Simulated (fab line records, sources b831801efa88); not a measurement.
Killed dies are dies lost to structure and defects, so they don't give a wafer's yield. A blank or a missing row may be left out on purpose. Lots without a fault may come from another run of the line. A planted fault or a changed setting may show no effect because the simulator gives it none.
fab line records | flow sky130
record lots=5 wafers=15 last_day=50
route steps=708 shown RES_PROTECT@210 POLY_GATE@213
lots that met no fault: from a run of the same line without faults
start_h: hours from the record's first day to the start of the lot's first wafer shown | wait_h: hours since the lot's step before | " the same as in the row above | L1.1+2: a row that stands for several wafers | - no value, or no start given | * or withheld: withheld | < > ~ a bound
route shown NAME@n: a module of which the file shows steps, and the number in the route of the first | usual: mean/standard deviation of fault-free wafers | same: alike in all rows | chamber/n: place in a boat | sites: the reading at each site | _std_site: their standard deviation | _edge_site: outer sites' mean less inner sites' | radius_mm: how far each site lies from the wafer's centre | mask NAME#n: copy n | behind: the tool/chamber that last shaped the wafer | hold: why the lot was held/for how many hours/how that ended | device: the transistor (n, p or np) that didn't switch | end of line: the same wafers' tests at the end of the route | a step without rows: its recipe alone | killed: dies lost to structure and defects at the first sort, not the wafer's yield | map: a wafer's dies, x killed, . not, _ none there
set.NAME: the setting as run; set.NAME@STEP: as run at that earlier step | model.NAME: the simulator's own value behind a step, which no gauge read
lots at some steps of the route; a table a step, a row a wafer
services: from which hour (start_h, from the record's first day; less than 0 if before it) a tool's chamber was out of use, for how many hours, and why
## steps
# step SKY_RES_PROTECT_EXPOSE_04
# recipe mask_id=RPM na=0.6 source_shape=conventional sigma_outer=0.6 polarization=unpolarized target_cd_nm=1270 dose_mj=131
# columns lot.wafer tool chamber start_h wait_h mask
L075.2+4+5 iline_stepper-01 0 - - RPM#0
L077.1+3+4 iline_stepper-01 0 - - RPM#0
L080.1+2+6 iline_stepper-02 0 - - RPM#0
L089.2+4+5 iline_stepper-01 0 - - RPM#0
L095.1+3+5 iline_stepper-02 0 - - RPM#0
# step SKY_RES_PROTECT_PEB_05
# recipe temp_c=withheld time_s=* resist=NOVOLAK
# columns lot.wafer tool chamber start_h wait_h
L075.2+4+5 litho_track-04 0 - -
L077.1+3+4 litho_track-04 0 - -
L080.1+2+6 litho_track-03 0 - -
L089.2+4+5 litho_track-03 0 - -
L095.1+3+5 litho_track-03 0 - -
# step SKY_RES_PROTECT_DEVELOP_06
# recipe resist=NOVOLAK developer=TMAH develop_time_s=60 dev_temp_c=23
# columns lot.wafer tool chamber start_h wait_h
L075.2+4+5 litho_track-04 0 347.69 0.1
L077.1+3+4 litho_track-04 0 359.81 0.1
L080.1+2+6 litho_track-03 0 384.13 0.1
L089.2+4+5 litho_track-03 0 479.95 0.1
L095.1+3+5 litho_track-03 0 552.08 0.1
# step SKY_POLY_GATE_IMPLANT_02
# recipe species=P energy_kev=30 dose_cm2=7.7e+15 tilt_deg=0
# usual dose_ions_cm2=7.7e+15/8.5e+12 faraday_current_uA=11483/1300 tilt_deg=-0.002/0.018
# columns lot.wafer tool chamber start_h wait_h dose_ions_cm2 faraday_current_uA tilt_deg
L075.2 implanter-02 0 347.84 0.1 7.69e+15 12134 0.000
L075.4 " 0 " " 7.685e+15 12793 0.020
L075.5 " 0 " " 7.699e+15 12492 0.023
L077.1 implanter-03 0 359.96 0.1 7.685e+15 10300 -0.004
L077.3 " 0 " " 7.695e+15 9968 -0.037
L077.4 " 0 " " 7.688e+15 10545 -0.016
L080.1 implanter-03 0 384.28 0.1 7.695e+15 10347 0.026
L080.2 " 0 " " 7.693e+15 10280 0.020
L080.6 " 0 " " 7.709e+15 10192 0.003
L089.2 implanter-03 0 480.10 0.1 7.693e+15 10482 -0.010
L089.4 " 0 " " 7.697e+15 10272 -0.024
L089.5 " 0 " " 7.681e+15 10242 0.010
L095.1 implanter-01 0 552.23 0.1 7.712e+15 13134 -0.016
L095.3 " 0 " " 7.703e+15 13063 -0.017
L095.5 " 0 " " 7.721e+15 13188 -0.022
# step SKY_RES_PROTECT_STRIP_07
# recipe chemistry=O2/N2 power_w=1400 pressure_mtorr=1500 platen_temp_c=withheld o2_flow_sccm=3000 n2_flow_sccm=300 overash_fraction=0.5
# usual drypump_motor_current_A=5.73/0.3 oes_product_au=0.517/0.0047 strip_time_to_endpoint_s=23.29/0.039
# columns lot.wafer tool chamber start_h wait_h drypump_motor_current_A oes_product_au rf_hours_counter_h strip_time_to_endpoint_s
L075.2 plasma_asher-03 0 347.96 0.1 6.07 0.521 65 23.30
L075.4 " 0 " " 6.06 0.503 - 23.24
L075.5 " 1 " " 5.72 0.517 - 23.26
L077.1 plasma_asher-03 0 360.11 0.1 6.08 0.522 66 23.28
L077.3 " 0 " " 6.08 0.517 - 23.26
L077.4 " 1 " " 5.70 0.510 - 23.28
L080.1 plasma_asher-03 1 384.43 0.1 5.73 0.518 68 23.28
L080.2 " 0 " " 6.08 0.514 68 23.29
L080.6 " 0 " " 6.07 0.511 - 23.26
L089.2 plasma_asher-02 0 480.23 0.1 6.12 0.512 65 23.22
L089.4 " 0 " " 6.13 0.513 - 23.25
L089.5 " 0 " " 6.13 0.520 - 23.22
L095.1 plasma_asher-02 0 552.38 0.1 6.13 0.523 72 23.25
L095.3 " 1 " " 5.45 0.516 - 23.27
L095.5 " 0 " " 6.13 0.515 - 23.20
# step SKY_RES_PROTECT_TW_MEAS_08
# usual POLY_GATE_TW=4089/41
# columns lot.wafer tool chamber start_h wait_h POLY_GATE_TW
L075.2 film_metro-01 - 348.07 0.1 4145
L075.4 " - " " 4120
L075.5 " - " " 4117
L077.1 film_metro-01 - 360.21 0.1 4126
L077.3 " - " " 4133
L077.4 " - " " 4115
L080.1 film_metro-03 - 384.53 0.1 4044
L080.2 " - " " 4028
L080.6 " - " " 4024
L089.2 film_metro-02 - 480.34 0.1 4093
L089.4 " - " " 4095
L089.5 " - " " 4090
L095.1 film_metro-01 - 552.48 0.1 4103
L095.3 " - " " 4122
L095.5 " - " " 4128
# step SKY_RES_PROTECT_CLEAN_09
# recipe chemistry=SC1/SC2 mix=1:4:20 temp_c=70 time_s=150 dry=n2_spin
# usual temp_c=69.97/0.11
# columns lot.wafer tool chamber start_h wait_h temp_c
L075.2 wet_bench-02 1 348.12 0.0 69.78
L075.4 " 1 " " 69.94
L075.5 " 1 " " 69.74
L077.1 wet_bench-02 0 360.27 0.1 69.95
L077.3 " 0 " " 69.89
L077.4 " 0 " " 69.99
L080.1 wet_bench-02 3 384.59 0.1 70.11
L080.2 " 3 " " 69.96
L080.6 " 3 " " 70.05
L089.2 wet_bench-04 2 480.39 0.0 70.03
L089.4 " 2 " " 69.96
L089.5 " 2 " " 70.05
L095.1 wet_bench-03 2 552.54 0.1 69.79
L095.3 " 2 " " 70.09
L095.5 " 2 " " 69.85
# step SKY_POLY_GATE_CVD_03
# recipe material=Si3N4 precursor=DCS/NH3 target_thk_nm=75 temp_c=770 time_s=1290 pressure_mtorr=250
# usual spike_tc_upper_C=769.1/0.84
# columns lot.wafer tool chamber start_h wait_h spike_tc_upper_C
L075.2 lpcvd-02 0 349.69 1.5 767.6
L075.4 " 0 " " 767.3
L075.5 " 0 " " 769.4
L077.1 lpcvd-02 0 361.30 1.0 768.6
L077.3 " 0 " " 767.9
L077.4 " 0 " " 769.8
L080.1 lpcvd-02 0 386.35 1.7 769.1
L080.2 " 0 " " 770.6
L080.6 " 0 " " 769.5
L089.2 lpcvd-02 1 480.44 0.0 769.2
L089.4 " 1 " " 770.1
L089.5 " 1 " " 769.4
L095.1 lpcvd-02 1 553.65 1.1 770.1
L095.3 " 1 " " 769.3
L095.5 " 1 " " 769.9
# step SKY_POLY_GATE_THK_MEAS_04
# recipe reads=Si3N4_of_POLY_GATE_CVD_03
# usual POLY_GATE_CVD_03_THK=75.2/0.64
# columns lot.wafer tool chamber start_h wait_h POLY_GATE_CVD_03_THK[nm]
L075.2 film_metro-04 - 351.06 0.0 75.6
L075.4 " - " " 76.1
L075.5 " - " " 75.8
L077.1 film_metro-04 - 362.66 0.0 74.4
L077.3 " - " " 75.3
L077.4 " - " " 74.7
L080.1 film_metro-01 - 387.71 0.0 74.8
L080.2 " - " " 75.5
L080.6 " - " " 74.9
L089.2 film_metro-04 - 481.81 0.0 74.8
L089.4 " - " " 74.5
L089.5 " - " " 74.7
L095.1 film_metro-01 - 555.01 0.0 75.1
L095.3 " - " " 75.3
L095.5 " - " " 75.4
# step SKY_POLY_GATE_DEHYDRATE_05
# recipe temp_c=200 time_s=60
# columns lot.wafer tool chamber start_h wait_h
L075.2+4+5 litho_track-02 0 364.53 13.5
L077.1+3+4 litho_track-04 0 376.01 13.3
L080.1+2+6 litho_track-01 0 401.11 13.4
L089.2+4+5 litho_track-01 0 496.68 14.9
L095.1+3+5 litho_track-01 0 569.55 14.5
# step SKY_POLY_GATE_HMDS_06
# recipe prime_time_s=60 prime_temp_c=120
# columns lot.wafer tool chamber start_h wait_h
L075.2+4+5 litho_track-02 0 364.68 0.1
L077.1+3+4 litho_track-04 0 376.16 0.1
L080.1+2+6 litho_track-01 0 401.26 0.1
L089.2+4+5 litho_track-01 0 496.83 0.1
L095.1+3+5 litho_track-01 0 569.70 0.1
# step SKY_POLY_GATE_COAT_07
# recipe resist=BARC temp_c=withheld time_s=withheld spin_rpm=3000 resist_thk_nm=110
# columns lot.wafer tool chamber start_h wait_h
L075.2+4+5 litho_track-02 0 364.83 0.1
L077.1+3+4 litho_track-04 0 376.31 0.1
L080.1+2+6 litho_track-01 0 401.41 0.1
L089.2+4+5 litho_track-01 0 496.98 0.1
L095.1+3+5 litho_track-01 0 569.85 0.1
# step SKY_POLY_GATE_COAT_08
# recipe resist=KrF-thick spin_rpm=3000 resist_thk_nm=450
# columns lot.wafer tool chamber start_h wait_h
L075.2+4+5 litho_track-02 0 - -
L077.1+3+4 litho_track-04 0 - -
L080.1+2+6 litho_track-01 0 - -
L089.2+4+5 litho_track-01 0 - -
L095.1+3+5 litho_track-01 0 - -
# step SKY_POLY_GATE_SOFTBAKE_09
# recipe temp_c=100 time_s=90 resist=KrF-thick
# columns lot.wafer tool chamber start_h wait_h
L075.2+4+5 litho_track-02 0 - -
L077.1+3+4 litho_track-04 0 - -
L080.1+2+6 litho_track-01 0 - -
L089.2+4+5 litho_track-01 0 - -
L095.1+3+5 litho_track-01 0 - -
# step SKY_POLY_GATE_EXPOSE_10
# recipe mask_id=P1M na=0.68 source_shape=conventional sigma_outer=0.6 target_cd_nm=150 dose_mj=28
# columns lot.wafer tool chamber start_h wait_h mask
L075.2+4+5 krf_scanner-01 0 - - P1M#0
L077.1+3+4 krf_scanner-02 0 - - P1M#0
L080.1+2+6 krf_scanner-01 0 - - P1M#0
L089.2+4+5 krf_scanner-02 0 - - P1M#0
L095.1+3+5 krf_scanner-02 0 - - P1M#0
# step SKY_POLY_GATE_PEB_11
# recipe peb_temp_c=withheld peb_time_s=withheld resist=KrF-thick
# columns lot.wafer tool chamber start_h wait_h
L075.2+4+5 litho_track-02 0 - -
L077.1+3+4 litho_track-04 0 - -
L080.1+2+6 litho_track-04 0 - -
L089.2+4+5 litho_track-02 0 - -
L095.1+3+5 litho_track-01 0 - -
# step SKY_POLY_GATE_DEVELOP_12
# recipe develop_time_s=60 resist=KrF-thick dev_temp_c=21
# columns lot.wafer tool chamber start_h wait_h
L075.2+4+5 litho_track-02 0 - -
L077.1+3+4 litho_track-04 0 - -
L080.1+2+6 litho_track-04 0 - -
L089.2+4+5 litho_track-02 0 - -
L095.1+3+5 litho_track-01 0 - -
# step SKY_POLY_GATE_CD_MEAS_13
# recipe target_cd_nm=150
# usual cd_nm=150.5/1.1
# columns lot.wafer tool chamber start_h wait_h cd_nm
L075.2 cd_sem-01 - 379.27 - 150.7
L075.4 " - " " 150.6
L075.5 " - " " 150.9
L077.1 cd_sem-01 - 390.76 - 150.5
L077.3 " - " " 150.7
L077.4 " - " " 151.6
L080.1 cd_sem-01 - 416.36 - 150.9
L080.2 " - " " 150.6
L080.6 " - " " 149.9
L089.2 cd_sem-01 - 512.72 - 150.6
L089.4 " - " " 150.6
L089.5 " - " " 151.5
L095.1 cd_sem-02 - 585.00 - 149.8
L095.3 " - " " 149.4
L095.5 " - " " 149.7
# step SKY_POLY_GATE_OVL_MEAS_14
# usual POLY_GATE_OVL=3/4.9
# columns lot.wafer tool chamber start_h wait_h POLY_GATE_OVL[nm]
L075.2 overlay-02 - 379.38 0.1 5
L075.4 " - " " 3
L075.5 " - " " 6
L077.1 overlay-01 - 390.88 0.1 8
L077.3 " - " " 10
L077.4 " - " " 16
L080.1 overlay-01 - 416.48 0.1 8
L080.2 " - " " 2
L080.6 " - " " 4
L089.2 overlay-01 - 512.83 0.1 -1
L089.4 " - " " 3
L089.5 " - " " 2
L095.1 overlay-01 - 585.12 0.1 12
L095.3 " - " " 9
L095.5 " - " " 11
# step SKY_POLY_GATE_ETCH_15
# recipe chemistry=N2/H2 target=BARC ion_energy_ev=200 source_w=500 bias_w=100 pressure_mtorr=30 n2_flow_sccm=100 h2_flow_sccm=200 stop_on=SiO2 time_s=118.5 target_depth_a=1100
# usual drypump_motor_current_A=5.8/0.41 oes_product_au=0.717/0.005 throttle_valve_pct=13.213/0.0091
# columns lot.wafer tool chamber start_h wait_h drypump_motor_current_A oes_product_au rf_hours_counter_h throttle_valve_pct
L075.2 rie_diel-01 2 379.41 0.0 6.2 0.722 0 13.215
L075.4 " 1 " " 6.0 0.715 65 13.204
L075.5 " 2 " " 6.2 0.719 - 13.219
L077.1 rie_diel-02 0 390.92 0.0 6.1 0.714 5 13.217
L077.3 " 1 " " 5.7 0.715 7 13.229
L077.4 " 3 " " 6.1 0.712 71 13.212
L080.1 rie_diel-03 0 416.52 0.0 6.2 0.712 12 13.226
L080.2 " 3 " " 5.4 0.708 9 13.212
L080.6 " 0 " " 6.2 0.713 - 13.211
L089.2 rie_diel-02 1 512.86 0.0 5.7 0.703 9 13.215
L089.4 " 0 " " 6.0 0.707 - 13.218
L089.5 " 3 " " 6.1 0.713 - 13.226
L095.1 rie_diel-03 2 585.15 0.0 5.9 0.722 26 13.220
L095.3 " 1 " " 6.0 0.725 19 13.201
L095.5 " 1 " " 6.0 0.713 - 13.200
# step SKY_POLY_GATE_ETCH_16
# recipe stop_on=poly-Si chemistry=CH3F/O2 target=Si3N4 source_w=400 bias_w=80 pressure_mtorr=25 ch3f_flow_sccm=40 O2_flow_sccm=30 time_s=147.5 target_depth_a=750
# usual ch3f_flow_sccm=40.02/0.13 drypump_motor_current_A=5.8/0.41 oes_product_au=0.641/0.0051 throttle_valve_pct=10.537/0.0092
# columns lot.wafer tool chamber start_h wait_h ch3f_flow_sccm drypump_motor_current_A oes_product_au rf_hours_counter_h throttle_valve_pct
L075.2 rie_diel-01 2 379.49 0.0 40.14 6.2 0.642 0 10.523
L075.4 " 1 " " 39.80 6.0 0.647 65 10.544
L075.5 " 2 " " 39.90 6.2 0.633 - 10.530
L077.1 rie_diel-02 0 391.00 0.0 40.05 6.0 0.645 5 10.543
L077.3 " 1 " " 40.00 5.7 0.642 7 10.538
L077.4 " 3 " " 39.98 6.1 0.643 71 10.538
L080.1 rie_diel-03 0 416.60 0.0 40.07 6.1 0.637 12 10.560
L080.2 " 3 " " 40.10 5.4 0.652 9 10.531
L080.6 " 0 " " 40.05 6.2 0.638 - 10.544
L089.2 rie_diel-02 1 512.94 0.0 39.98 5.7 0.640 9 10.542
L089.4 " 0 " " 40.26 6.0 0.642 - 10.544
L089.5 " 3 " " 40.04 6.0 0.637 - 10.538
L095.1 rie_diel-03 2 585.24 0.0 39.86 5.9 0.639 26 10.544
L095.3 " 1 " " 40.21 6.0 0.642 19 10.531
L095.5 " 1 " " 40.25 6.0 0.643 - 10.538
# step SKY_POLY_GATE_ETCH_17
# recipe target_depth_nm=180 stop_on=SiO2 over_etch_frac=0.56667 chemistry=HBr/Cl2 target=poly-Si icp_w=400 bias_w=100 pressure_mtorr=10 HBr_flow_sccm=150 Cl2_flow_sccm=50 time_s=70.5
# usual drypump_motor_current_A=6.1/0.48 oes_product_au=0.990/0.0086 throttle_valve_pct=33.685/0.0091
# columns lot.wafer tool chamber start_h wait_h drypump_motor_current_A oes_product_au rf_hours_counter_h throttle_valve_pct
L075.2 rie_si-02 1 379.59 0.0 5.7 0.999 2 33.684
L075.4 " 2 " " 5.9 0.968 48 33.670
L075.5 " 3 " " 6.7 0.981 - 33.674
L077.1 rie_si-02 2 391.10 0.0 5.9 0.983 48 33.670
L077.3 " 1 " " 5.8 0.997 2 33.683
L077.4 " 3 " " 6.7 1.000 4 33.686
L080.1 rie_si-02 2 416.70 0.0 5.9 0.976 48 33.686
L080.2 " 3 " " 6.8 0.996 4 33.677
L080.6 " 1 " " 5.7 0.998 - 33.690
L089.2 rie_si-01 3 513.04 0.0 5.9 0.981 0 33.679
L089.4 " 1 " " 6.6 1.003 47 33.688
L089.5 " 1 " " 6.6 1.001 - 33.695
L095.1 rie_si-01 3 585.33 0.0 5.9 0.988 0 33.690
L095.3 " 0 " " 6.5 0.981 6 33.678
L095.5 " 1 " " 6.6 0.985 - 33.680
# step SKY_POLY_GATE_STRIP_18
# recipe chemistry=O2/N2 power_w=1400 pressure_mtorr=1500 platen_temp_c=withheld o2_flow_sccm=3000 n2_flow_sccm=300 overash_fraction=0.5
# usual drypump_motor_current_A=5.66/0.27 oes_product_au=0.361/0.005 strip_time_to_endpoint_s=3.15/0.047
# columns lot.wafer tool chamber start_h wait_h drypump_motor_current_A oes_product_au rf_hours_counter_h strip_time_to_endpoint_s
L075.2 plasma_asher-02 1 379.65 0.0 5.43 0.365 56 3.18
L075.4 " 0 " " 6.13 0.369 - 3.12
L075.5 " 1 " " 5.46 0.363 - 3.18
L077.1 plasma_asher-01 1 391.16 0.0 5.29 0.367 27 3.14
L077.3 " 0 " " 5.78 0.359 - 3.20
L077.4 " 1 " " 5.28 0.360 - 3.13
L080.1 plasma_asher-02 1 416.76 0.0 5.50 0.373 60 3.21
L080.2 " 0 " " 6.11 0.358 60 3.14
L080.6 " 0 " " 6.13 0.363 - 3.15
L089.2 plasma_asher-04 0 513.09 0.0 5.61 0.359 80 3.13
L089.4 " 0 " " 5.58 0.356 - 3.10
L089.5 " 1 " " 5.98 0.361 - 3.06
L095.1 plasma_asher-04 1 585.39 0.0 5.94 0.362 88 3.18
L095.3 " 0 " " 5.49 0.352 - 3.18
L095.5 " 1 " " 5.93 0.359 - 3.18
# step SKY_POLY_GATE_CLEAN_19
# recipe chemistry=SC1/SC2 mix=1:4:20 temp_c=70 time_s=150 dry=n2_spin
# usual temp_c=69.98/0.13
# columns lot.wafer tool chamber start_h wait_h temp_c
L075.2 wet_bench-01 1 379.75 0.1 70.24
L075.4 " 1 " " 70.09
L075.5 " 1 " " 70.21
L077.1 wet_bench-01 0 391.26 0.1 70.29
L077.3 " 0 " " 70.18
L077.4 " 0 " " 70.21
L080.1 wet_bench-04 0 416.86 0.1 70.03
L080.2 " 0 " " 69.86
L080.6 " 0 " " 69.93
L089.2 wet_bench-03 2 513.19 0.1 69.85
L089.4 " 2 " " 69.68
L089.5 " 2 " " 69.75
L095.1 wet_bench-04 3 585.49 0.1 69.80
L095.3 " 3 " " 69.90
L095.5 " 3 " " 69.83
# step SKY_POLY_GATE_OXIDATION_20
# recipe temp_c=850 ambient=O2 stabilise_s=600 purge_s=300 target_thk_a=40 ox_time_s=899
# usual spike_tc_upper_C=850.1/1.1
# same stabilise_s=600
# columns lot.wafer tool chamber start_h wait_h spike_tc_upper_C
L075.2 furnace-01 0 383.52 3.7 850.7
L075.4 " 0 " " 850.7
L075.5 " 0 " " 850.6
L077.1 furnace-01 0 392.99 1.7 849.9
L077.3 " 0 " " 850.1
L077.4 " 0 " " 851.1
L080.1 furnace-01 0 420.39 3.5 852.7
L080.2 " 0 " " 850.4
L080.6 " 0 " " 850.2
L089.2 furnace-02 0 513.25 0.0 848.5
L089.4 " 0 " " 849.6
L089.5 " 0 " " 850.6
L095.1 furnace-01 0 585.54 0.0 850.6
L095.3 " 0 " " 849.7
L095.5 " 0 " " 850.6
# step SKY_POLY_GATE_THK_MEAS_21
# recipe reads=SiO2_of_POLY_GATE_OXIDATION_20
# usual POLY_GATE_OXIDATION_THK=3.98/0.075
# columns lot.wafer tool chamber start_h wait_h POLY_GATE_OXIDATION_THK[nm]
L075.2 film_metro-04 - 384.78 0.0 3.98
L075.4 " - " " 3.93
L075.5 " - " " 4.00
L077.1 film_metro-02 - 394.24 0.0 3.81
L077.3 " - " " 3.96
L077.4 " - " " 3.90
L080.1 film_metro-04 - 421.64 0.0 3.96
L080.2 " - " " 3.93
L080.6 " - " " 4.09
L089.2 film_metro-02 - 514.51 0.0 3.88
L089.4 " - " " 3.91
L089.5 " - " " 3.90
L095.1 film_metro-02 - 586.79 0.0 3.89
L095.3 " - " " 3.95
L095.5 " - " " 3.91
# step SKY_POLY_GATE_CD_MEAS_22
# usual cd_nm=150/3.2
# columns lot.wafer tool chamber start_h wait_h cd_nm
L075.2 cd_sem-01 - 384.86 0.1 146
L075.4 " - " " 150
L075.5 " - " " 148
L077.1 cd_sem-01 - 394.30 0.1 145
L077.3 " - " " 148
L077.4 " - " " 146
L080.1 cd_sem-02 - 421.70 0.1 148
L080.2 " - " " 144
L080.6 " - " " 146
L089.2 cd_sem-02 - 514.59 0.1 150
L089.4 " - " " 144
L089.5 " - " " 149
L095.1 cd_sem-01 - 586.85 0.1 155
L095.3 " - " " 152
L095.5 " - " " 152
## services
# columns tool chamber start_h hours kind
iline_stepper-01 - 312.39 5.2 repair
krf_scanner-02 - 316.41 0.8 pm
rie_diel-02 1 323.25 6.7 repair
rie_diel-02 2 326.12 8.4 repair
krf_scanner-02 - 333.84 4.1 repair
rie_si-02 1 334.43 4.8 repair
iline_stepper-01 - 342.25 1.7 pm
furnace-01 - 360.84 21.3 pm
rie_diel-03 0 370.44 11.0 repair
rie_diel-03 3 387.80 1.6 repair
rie_diel-02 0 405.60 5.3 repair
plasma_asher-02 - 441.23 12.9 repair
furnace-01 - 460.76 4.1 pm
plasma_asher-02 - 492.32 2.8 pm
rie_diel-02 2 505.25 12.8 repair
rie_diel-03 3 505.25 5.8 repair
rie_diel-03 3 522.32 2.1 repair
rie_diel-03 3 538.15 4.5 repair
furnace-01 - 542.41 4.0 repair
rie_diel-03 3 543.01 7.8 repair
furnace-01 - 547.94 3.7 pm
rie_diel-03 2 548.10 2.7 repair
rie_diel-03 2 564.29 3.0 repair
rie_diel-02 - 578.66 1.0 repair
## key
fault none
